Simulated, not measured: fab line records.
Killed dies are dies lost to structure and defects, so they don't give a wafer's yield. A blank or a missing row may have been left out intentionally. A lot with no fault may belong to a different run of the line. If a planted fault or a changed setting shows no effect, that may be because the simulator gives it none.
Which tool is to blame? + flow gf180mcu + 14 lots, 42 wafers sampled, at 5 steps of a route of 602

WHAT THE GAUGES READ, wafer by wafer
GF_POLY_GATE_THK_MEAS_17. Usual: for POLY_GATE_OXIDATION_THK the level is 3.98 nm and the standard deviation is 0.096.
| lot  | measured     | on            | POLY_GATE_OXIDATION_THK (nm) | flag |
|------|--------------|---------------|------------------------------|------|
| L936 | day 9 05:41  | film metro-04 | 3.90 3.87 3.86               |      |
| L937 | day 9 20:23  | film metro-02 | 3.89 3.98 3.94               |      |
| L938 | day 9 20:23  | film metro-03 | 3.86 3.93 3.99               |      |
| L941 | day 10 17:44 | film metro-02 | 3.92 3.67 3.77               |      |
| L942 | day 11 09:16 | film metro-03 | 4.06 3.98 3.99               |      |
| L943 | day 11 09:19 | film metro-04 | 3.96 3.94 3.96               |      |
| L944 | day 11 12:41 | film metro-04 | 4.01 3.93 3.97               |      |
| L945 | day 12 05:05 | film metro-03 | 3.89 3.94 3.94               |      |
| L948 | day 12 19:40 | film metro-03 | 3.96 4.06 3.93               |      |
| L949 | day 13 05:22 | film metro-02 | 4.11 4.06 4.04               |      |
| L950 | day 13 17:48 | film metro-03 | 4.00 4.01 4.04               |      |
| L951 | day 13 17:48 | film metro-04 | 4.02 4.10 4.06               |      |
| L952 | day 13 19:50 | film metro-03 | 3.98 3.92 3.96               |      |
| L956 | day 15 14:28 | film metro-03 | 3.98 4.03 4.00               |      |

GF_POLY_GATE_CD_MEAS_18. Usual: cd nm reads 280.7 nm (standard deviation 1.8).
| lot  | measured     | on        | cd nm (nm)        | flag |
|------|--------------|-----------|-------------------|------|
| L936 | day 9 05:45  | cd sem-02 | 281.9 284.2 284.2 |      |
| L937 | day 9 20:27  | cd sem-02 | 282.4 281.5 279.9 |      |
| L938 | day 9 20:29  | cd sem-01 | 283.0 282.6 282.7 |      |
| L941 | day 10 17:50 | cd sem-01 | 281.2 282.6 280.6 |      |
| L942 | day 11 09:20 | cd sem-01 | 279.6 280.3 281.0 |      |
| L943 | day 11 09:23 | cd sem-02 | 276.4 275.9 278.9 |      |
| L944 | day 11 12:46 | cd sem-01 | 281.2 284.3 281.6 |      |
| L945 | day 12 05:08 | cd sem-02 | 282.5 279.8 280.0 |      |
| L948 | day 12 19:47 | cd sem-01 | 277.5 278.2 281.1 |      |
| L949 | day 13 05:26 | cd sem-01 | 281.3 280.9 282.3 |      |
| L950 | day 13 17:52 | cd sem-02 | 282.0 278.9 281.5 |      |
| L951 | day 13 17:52 | cd sem-01 | 280.6 280.4 281.1 |      |
| L952 | day 13 19:54 | cd sem-01 | 280.2 279.0 281.2 |      |
| L956 | day 15 14:32 | cd sem-02 | 278.2 277.0 278.4 |      |

GF_HV_LDD_TW_MEAS_38. Usual: for HV_LDD_3_TW the level is 1435 and the standard deviation is 8.
| lot  | measured     | on            | HV_LDD_3_TW    | flag |
|------|--------------|---------------|----------------|------|
| L936 | day 11 12:52 | film metro-02 | 1429 1421 1422 |      |
| L937 | day 12 05:44 | film metro-04 | 1431 1431 1430 |      |
| L938 | day 12 06:25 | film metro-02 | 1431 1427 1431 |      |
| L941 | day 13 04:59 | film metro-04 | 1433 1431 1417 |      |
| L942 | day 13 20:58 | film metro-04 | 1435 1429 1430 |      |
| L943 | day 13 22:14 | film metro-04 | 1428 1434 1438 |      |
| L944 | day 14 00:26 | film metro-04 | 1430 1441 1435 |      |
| L945 | day 14 19:31 | film metro-04 | 1437 1436 1429 |      |
| L948 | day 15 10:45 | film metro-04 | 1434 1436 1439 |      |
| L949 | day 15 21:35 | film metro-04 | 1465 1461 1473 | OFF  |
| L950 | day 16 09:59 | film metro-04 | 1421 1425 1428 |      |
| L951 | day 16 10:52 | film metro-02 | 1480 1472 1471 | OFF  |
| L952 | day 16 12:22 | film metro-02 | 1438 1441 1441 |      |
| L956 | day 18 10:52 | film metro-04 | 1439 1430 1435 |      |

GF_HV_LDD_THK_MEAS_57. Usual: for HV_LDD_CVD_56_THK the level is 90.0 nm and the standard deviation is 0.79.
| lot  | measured     | on            | HV_LDD_CVD_56_THK (nm) | flag |
|------|--------------|---------------|------------------------|------|
| L936 | day 12 10:50 | film metro-02 | 89.5 90.1 88.7         |      |
| L937 | day 13 04:13 | film metro-02 | 89.9 89.3 90.3         |      |
| L938 | day 13 04:53 | film metro-02 | 89.0 88.8 88.7         |      |
| L941 | day 14 04:31 | film metro-04 | 90.0 89.1 89.2         |      |
| L942 | day 14 19:47 | film metro-04 | 89.3 89.1 89.5         |      |
| L943 | day 14 22:28 | film metro-04 | 90.0 90.5 90.3         |      |
| L944 | day 15 01:26 | film metro-04 | 90.7 90.1 90.5         |      |
| L945 | day 15 20:38 | film metro-04 | 90.9 90.1 91.1         |      |
| L948 | day 16 11:23 | film metro-04 | 89.8 89.7 89.5         |      |
| L949 | day 16 22:22 | film metro-04 | 90.4 90.3 90.1         |      |
| L950 | day 17 11:18 | film metro-02 | 90.9 90.9 90.8         |      |
| L951 | day 17 12:43 | film metro-04 | 90.7 90.4 89.9         |      |
| L952 | day 17 15:33 | film metro-04 | 91.0 91.1 91.6         |      |
| L956 | day 19 13:52 | film metro-02 | 89.1 89.0 89.0         |      |

TOOL THAT RAN EACH LOT (tool first, then ch and the chambers of the sampled wafers, then the start)
| lot  | GF_HV_LDD_IMPLANT_36            |
|------|---------------------------------|
| L936 | implanter-03 ch 0, day 11 12:37 |
| L937 | implanter-03 ch 0, day 12 05:29 |
| L938 | implanter-01 ch 0, day 12 06:10 |
| L941 | implanter-01 ch 0, day 13 04:46 |
| L942 | implanter-02 ch 0, day 13 20:40 |
| L943 | implanter-01 ch 0, day 13 21:59 |
| L944 | implanter-01 ch 0, day 14 00:13 |
| L945 | implanter-01 ch 0, day 14 19:05 |
| L948 | implanter-03 ch 0, day 15 10:28 |
| L949 | implanter-03 ch 0, day 15 21:20 |
| L950 | implanter-01 ch 0, day 16 09:44 |
| L951 | implanter-03 ch 0, day 16 10:37 |
| L952 | implanter-01 ch 0, day 16 12:07 |
| L956 | implanter-02 ch 0, day 18 10:37 |
- GF_HV_LDD_IMPLANT_36

WHAT THE TOOLS THEMSELVES READ (means of the sampled wafers that have a number; where no wafer has one, the mark that the record gives instead)
GF_HV_LDD_IMPLANT_36. Usual: dose ions cm2 7.501e+12, standard deviation 7.3e+09; faraday current uA 42.3, standard deviation 0.77.
| lot  | tool         | dose ions cm2 | faraday current uA | flag |
|------|--------------|---------------|--------------------|------|
| L936 | implanter-03 | 7.498e+12     | 41.9               |      |
| L937 | implanter-03 | 7.503e+12     | 41.8               |      |
| L938 | implanter-01 | 7.505e+12     | 42.8               |      |
| L941 | implanter-01 | 7.495e+12     | 42.1               |      |
| L942 | implanter-02 | 7.508e+12     | 41.3               |      |
| L943 | implanter-01 | 7.504e+12     | 42.1               |      |
| L944 | implanter-01 | 7.497e+12     | 41.0               |      |
| L945 | implanter-01 | 7.496e+12     | 42.1               |      |
| L948 | implanter-03 | 7.490e+12     | 42.3               |      |
| L949 | implanter-03 | 9.710e+12     | 55.2               | OFF  |
| L950 | implanter-01 | 7.497e+12     | 42.4               |      |
| L951 | implanter-03 | 9.712e+12     | 54.4               | OFF  |
| L952 | implanter-01 | 7.504e+12     | 43.4               |      |
| L956 | implanter-02 | 7.500e+12     | 43.0               |      |

THE ANSWER, worked out from the rows above alone
Rule: lot off if the mean of its wafers having a number is beyond 3 standard deviations from the usual mean. A lot without any number at a reading at which 4 lots or more have one is off too. Where the step has rows for the other lots, those lots are counted as sound. Order of review: gauges by route order, followed by the tools' own readings, for which a lot's mean as printed above is used. The first step at which some lot is off is used, and at that step the reading that is off furthest; a lot without a number counts as furthest.
Off: at GF_HV_LDD_TW_MEAS_38 (HV_LDD_3_TW), L949, L951.
If a tool, at a process step before that reading, ran all the lots that are off and no sound lot after the first of them, it fits. The gauges at GF_HV_LDD_TW_MEAS_38 aren't tried: what is off there is off at GF_HV_LDD_IMPLANT_36 too, on other tools, and a gauge's error can't cause that. One fits: implanter-03 at GF_HV_LDD_IMPLANT_36. A fault onset in the window from L948 (day 15 10:28, its last sound lot) to L949 (day 15 21:20, its first lot off) fits.
The tool's own readings at GF_HV_LDD_IMPLANT_36 bear it out: on the lots that are off they differ by more than 5 times the standard deviation of the sound lots' means. dose ions cm2 reads 9.711e+12 there against 7.500e+12 on the sound lots; faraday current uA reads 54.8 there against 42.2 on the sound lots.

WHAT WAS PUT IN BY THE SIMULATOR
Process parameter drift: implanter-03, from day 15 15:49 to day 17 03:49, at GF_HV_LDD_IMPLANT_36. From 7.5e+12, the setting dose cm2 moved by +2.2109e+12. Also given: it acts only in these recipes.
Struck lots among those shown: L949, L951. The same result came from the rule above.
